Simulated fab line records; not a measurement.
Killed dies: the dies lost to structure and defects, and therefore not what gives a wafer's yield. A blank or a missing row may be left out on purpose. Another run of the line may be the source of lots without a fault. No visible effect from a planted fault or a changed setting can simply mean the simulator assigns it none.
Matching of chambers    flow gf180mcu    GF_V1_CMP_04 on cmp-02 has 4 sister chambers
The step polishes SiO2. 4 wafers are shown with their chamber, then 12 later ones without.

== WAFERS WITH THEIR CHAMBER ==
wafer   chamber  motor current A (A)
L090.1  1        11.3
L092.4  2        12.1
L092.5  0        10.8
L092.6  3        11.6

== WAFERS WHOSE CHAMBER IS MISSING ==
wafer   motor current A (A)
L093.2  10.5
L093.3  12.5
L093.4  11.4
L094.1  10.5
L094.2  11.0
L094.3  11.9
L096.1  11.2
L096.2  10.3
L096.5  11.9
L097.1  11.0
L097.3  11.3
L097.6  10.7

== WHICH CHAMBER EACH ONE RAN IN ==
wafer   from the rows above           in truth
L093.2  can't be placed: 0 or 1       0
L093.3  can't be placed: 2 or 3       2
L093.4  can't be placed: 1 or 3 or 0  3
L094.1  can't be placed: 0 or 1       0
L094.2  can't be placed: 0 or 1 or 3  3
L094.3  can't be placed: 2 or 3 or 1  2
L096.1  can't be placed: 1 or 0 or 3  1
L096.2  can't be placed: 0 or 1       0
L096.5  can't be placed: 2 or 3 or 1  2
L097.1  can't be placed: 0 or 1 or 3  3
L097.3  can't be placed: 1 or 3 or 0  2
L097.6  can't be placed: 0 or 1       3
Correctly placed: 0 of 12. Not placeable from these rows: 12 (in 10, the candidates include the true chamber). 0 placed wrongly.
How it was worked out, from the rows above alone: a wafer's distance from a chamber is the root of the sum, over the readings, of the square of ((its reading less the chamber's mean) divided by the reading's scatter). The wafer belongs to the nearest chamber; if the next one is less than 2 further off, it can't be placed. Each chamber's mean is taken over the wafers shown for it. The scatter: root of mean squared gap, hidden wafer to nearest shown wafer, with one shown wafer a chamber.
